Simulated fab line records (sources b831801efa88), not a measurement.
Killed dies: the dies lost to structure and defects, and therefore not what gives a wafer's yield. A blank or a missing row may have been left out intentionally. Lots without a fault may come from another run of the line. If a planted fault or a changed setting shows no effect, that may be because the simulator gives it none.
Shared-tool check | flow gf180mcu | 36 wafers sampled across 12 lots

WHY THIS WAS OPENED
GF_VT_IMPLANT_RS_MEAS_46, reading MVSD_RS: flagged on 3 of 12 lots. Wafers without a fault read 456.6 ohm/sq, standard deviation 1.1.
Rule: a lot is flagged in two cases, either no wafer of it has a number, or all its wafers with numbers fall more than 4 standard deviations from that mean. All remaining lots are regarded as sound.

lot  | measured     | on            | MVSD_RS (ohm/sq), wafer by wafer | flag
L128 | day 7 12:04  | film_metro-04 | 456.8 455.6 455.5                |
L130 | day 8 03:19  | film_metro-02 | 456.1 455.3 455.4                |
L133 | day 9 00:23  | film_metro-02 | 454.1 455.8 455.4                |
L136 | day 9 21:02  | film_metro-04 | 454.6 456.0 455.9                |
L139 | day 10 17:52 | film_metro-04 | 456.5 455.9 456.0                |
L140 | day 10 23:33 | film_metro-02 | 479.6 479.0 477.9                | FLAGGED
L141 | day 11 04:58 | film_metro-02 | 477.0 477.6 475.7                | FLAGGED
L142 | day 11 12:46 | film_metro-01 | 478.5 478.8 479.3                | FLAGGED
L144 | day 12 01:37 | film_metro-02 | 457.3 458.5 458.0                |
L147 | day 12 20:20 | film_metro-04 | 456.1 456.0 455.9                |
L149 | day 13 13:25 | film_metro-02 | 456.0 456.6 456.8                |
L150 | day 13 16:47 | film_metro-01 | 457.2 456.7 456.5                |
On average the flagged lots' numbers are 478.2 ohm/sq, which is +21.6 ohm/sq against the usual, or +20 standard deviations.

LOT BY LOT: THE TOOL USED
The record keeps 1 process step preceding the reading, out of 602 steps on the route. Read each cell as the tool, then ch plus the chambers that the sampled wafers visited, then the start.
lot  | flag    | GF_MVSD_IMPLANT_08
L128 |         | implanter-03 ch 0, day 4 10:56
L130 |         | implanter-04 ch 0, day 4 22:24
L133 |         | implanter-04 ch 0, day 5 16:02
L136 |         | implanter-04 ch 0, day 6 09:56
L139 |         | implanter-04 ch 0, day 7 04:32
L140 | FLAGGED | implanter-04 ch 0, day 7 09:09
L141 | FLAGGED | implanter-04 ch 0, day 7 16:17
L142 | FLAGGED | implanter-04 ch 0, day 7 20:05
L144 |         | implanter-01 ch 0, day 8 08:39
L147 |         | implanter-03 ch 0, day 9 00:20
L149 |         | implanter-01 ch 0, day 9 13:47
L150 |         | implanter-03 ch 0, day 9 17:14
What the steps here do:
- GF_MVSD_IMPLANT_08
- GF_VT_IMPLANT_RS_MEAS_46: measures by four-point-probe.

FLAGGED OVER TOTAL, TOOL BY TOOL (the gauges that took the reading come last)
step                     | tool          | lots run | flagged | share of the flagged lots | sound lots run after its first flagged lot
GF_MVSD_IMPLANT_08       | implanter-01  | 2        | 0       | none                      | -
GF_MVSD_IMPLANT_08       | implanter-03  | 3        | 0       | none                      | -
GF_MVSD_IMPLANT_08       | implanter-04  | 7        | 3       | all                       | 0
GF_VT_IMPLANT_RS_MEAS_46 | film_metro-01 | 2        | 1       | some                      | 1 (L150)
GF_VT_IMPLANT_RS_MEAS_46 | film_metro-02 | 6        | 2       | some                      | 2 (L144,L149)
GF_VT_IMPLANT_RS_MEAS_46 | film_metro-04 | 4        | 0       | none                      | -

WHAT IS ALLOWED BY THE TABLE
All flagged lots share 1 row of the table, namely implanter-04 at GF_MVSD_IMPLANT_08.
- implanter-04 at GF_MVSD_IMPLANT_08 ran 7 lots, 3 of them flagged. A fault beginning between L139 (day 7 04:32), its last sound lot, and L140 (day 7 09:09), its first flagged one, fits the data. Its own readings (beam_energy_keV) fall more than 4 standard deviations out on all wafers of the flagged lots.
implanter-04 at GF_MVSD_IMPLANT_08 is the single tool remaining.

WHAT THE SIMULATOR HAD PUT IN
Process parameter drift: implanter-04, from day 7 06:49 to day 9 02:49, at GF_MVSD_IMPLANT_08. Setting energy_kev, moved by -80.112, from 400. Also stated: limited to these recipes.
Lots struck among those shown: L140, L141, L142. The rule above reached the same finding.
